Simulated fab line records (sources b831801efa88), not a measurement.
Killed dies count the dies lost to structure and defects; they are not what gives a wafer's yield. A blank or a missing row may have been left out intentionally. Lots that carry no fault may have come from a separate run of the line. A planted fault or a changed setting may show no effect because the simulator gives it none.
Comparing a struck lot with a sound one | flow sky130 | 14 steps out of a route of 708
Sound: wafers L682.1, L682.2, L682.6. Wafers struck: L684.1, L684.2, L684.5. Last of all comes the cause.
Per side, at each step with rows, come the tool, then ch with its chambers, and then its first start. Under that, the readings that differ: sound wafers | struck wafers | difference of the means | sigmas: that difference in standard deviations of wafers without a fault.
alike: a reading whose means differ by less than 2 such deviations, as well as words and numbers matching on both sides. not compared: withheld readings; readings where some wafer has no value; bounds like >300 that might hide an equal value; numbers whose values overlap and for which the record gives no deviation.
The two part at a step that has a row with sigmas, a row that says differs or no value, or rows on one side only. Numbers that don't overlap but have no deviation are shown without sigmas and don't part them. A reading missing from all wafers of one side parts the sides only when that side holds two or more wafers.

first, 2 steps without rows for these wafers: SKY_NWELL_PEB_08; SKY_NWELL_DEVELOP_09 (develop time 60 s).
SKY_NWELL_OVL_MEAS_10:
  sound on overlay-01, day 7 17:06; struck on overlay-02, day 8 03:18
  alike: NWELL_00_OVL
then, 3 steps without rows for these wafers: SKY_NWELL_IMPLANT_11; SKY_NWELL_IMPLANT_12; SKY_NWELL_IMPLANT_13.
SKY_NWELL_STRIP_14: strips in O2/N2.
  sound on plasmaAsher-01 ch 0,1, day 7 17:35; struck on plasmaAsher-01 ch 0,1, day 8 03:47
  alike: drypumpMotorCurrentA, oesProductAu, stripTimeToEndpointS
  not compared: rfHoursCounterH
SKY_NWELL_TW_MEAS_15:
  sound on filmMetro-03, day 7 17:41; struck on filmMetro-02, day 8 03:53
  alike: NWELL_TW
then, 4 steps without rows for these wafers: SKY_NWELL_DEHYDRATE_16 (time 60 s); SKY_NWELL_HMDS_17 (prime time 60 s); SKY_NWELL_COAT_18 (resist thk 3000 nm); SKY_NWELL_SOFTBAKE_19.
SKY_NWELL_EXPOSE_20: exposes mask NWM COMPLEMENT, target cd 840 nm.
  struck on ilineStepper-01, day 8 13:35; sound on ilineStepper-02 ch 0, day 8 03:05
  no value came back on the struck wafers for exposureDoseMJCm2, focusOffsetNm (nm); on the sound wafers exposureDoseMJCm2 reads 260.40 260.30 260.05
reading                     | sound                | struck                     | difference | sigmas
model.NWELL.overlayXNm (nm) | 0.3622 0.3622 0.3622 | -0.04879 -0.04879 -0.04879 | -0.41099   | 
model.NWELL.overlayYNm (nm) | 0.2235 0.2235 0.2235 | -2.839 -2.839 -2.839       | -3.062     | 
  alike: mask
following that, these wafers have no rows for 1 step: SKY_NWELL_PEB_21.

## WHERE THEY PART
Within this record, at SKY_NWELL_EXPOSE_20 only.

WHY: the cause the simulator had injected
Whole step skipped at SKY_NWELL_EXPOSE_20 on ilineStepper-01, starting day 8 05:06. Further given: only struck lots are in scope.
